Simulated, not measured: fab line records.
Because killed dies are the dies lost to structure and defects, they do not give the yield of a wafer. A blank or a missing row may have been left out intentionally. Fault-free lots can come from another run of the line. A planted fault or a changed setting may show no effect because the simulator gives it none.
A struck lot beside a sound one -- flow gf180mcu -- 13 out of 602 route steps
Sound: the wafers L267.2, L267.4, L267.5. The struck wafers were L276.2, L276.3, L276.5. The cause comes at the end.
At each step with rows: each side's tool, then ch and its chambers, then its first start. Under that, the readings that differ: sound wafers -- struck wafers -- difference of the means -- sigmas: that difference in standard deviations of wafers without a fault.
alike: readings with means less than 2 such deviations apart, plus words and numbers identical on both sides. not compared: withheld readings, readings lacking a value on some wafer, bounds such as >300 that could conceal the same value, and numbers that have no deviation in the record and whose values overlap.
The two part at a step that has a row with sigmas, a row that says differs or no value, or rows on one side only. Non-overlapping numbers with no deviation appear without sigmas and do not part them. Lack of a reading on every wafer of one side parts them only where that side has two or more wafers.

GF_SAB_OVL_MEAS_10:
  sound on overlay-01 at day 16 21:27; struck on overlay-01 at day 19 14:52
  alike: SAB_OVL
GF_SAB_ETCH_11: etches SiO2 in C4F8/O2/Ar, target depth 55 nm, time 8.5 s.
  sound on rie diel-04 ch 2,3, day 16 21:29; struck on rie diel-03 ch 1,2,3, day 19 14:54
  alike: bias w, oes product au
then, 1 step without rows for these wafers: GF_SAB_WET_ETCH_12 (etches SiO2 in dHF, target depth 22 nm, time 440 s).
GF_SAB_STRIP_13: strips in O2/N2.
  sound on plasma asher-04 ch 0,1, day 16 21:38; struck on plasma asher-01 ch 0,1, day 19 15:04
  alike: drypump motor current A, heater power w, oes product au, strip time to endpoint s
  not compared: rf hours counter h
then, 2 steps without rows for these wafers: GF_SALICIDE_CLEAN_00 (cleans in SC1/SC2, time 150 s); GF_SALICIDE_WET_ETCH_01 (etches SiO2 in dHF, target depth 5 nm, time 100 s).
GF_SALICIDE_SPUTTER_02: material Co, target thk 10 nm, time 20 s.
  sound on pvd sputter-04 at day 16 21:49; struck on pvd sputter-01 at day 19 15:15
  alike: cathode dc power W, throttle valve pct
GF_SALICIDE_SPUTTER_03: material TiN, target thk 20 nm, time 16.7 s.
  sound on pvd sputter-04 at day 16 21:51; struck on pvd sputter-01 at day 19 15:17
  alike: cathode dc power W, throttle valve pct
GF_SALICIDE_RS_MEAS_04: measures by four-point-probe.
  sound on film metro-02 at day 16 21:54; struck on film metro-03 at day 19 15:19
  alike: SALICIDE_TIN_RS
GF_SALICIDE_THK_MEAS_05: measures by xrf.
  sound on film metro-02 at day 16 22:01; struck on film metro-03 at day 19 15:26
  alike: SALICIDE_TIN_THK
GF_SALICIDE_RTA_06: time 30 s.
  sound on rtp anneal-01 ch 0, day 16 22:04; struck on rtp anneal-01 ch 0, day 19 15:30
  alike: anneal temp c max, chamber o2 ppm, lamp power pct, wafer_temp_C_max
then, 1 step without rows for these wafers: GF_SALICIDE_WET_ETCH_07 (etches the open film in SPM, target depth 120 nm).
GF_SALICIDE_RTA_08: time 30 s.
  struck on rtp anneal-02, day 19 15:43; sound on rtp anneal-02 ch 0, day 16 22:16
  no value came back on the struck wafers for anneal temp c max, chamber o2 ppm, lamp power pct (%), wafer_temp_C_max; on the sound wafers anneal temp c max reads 801.5 801.4 802.0

== WHERE THEY PART ==
Only at GF_SALICIDE_RTA_08, as far as this record shows.

WHY: what the simulator had put in
Whole step skipped at GF_SALICIDE_RTA_08 on rtp anneal-02, starting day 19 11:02. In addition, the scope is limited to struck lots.
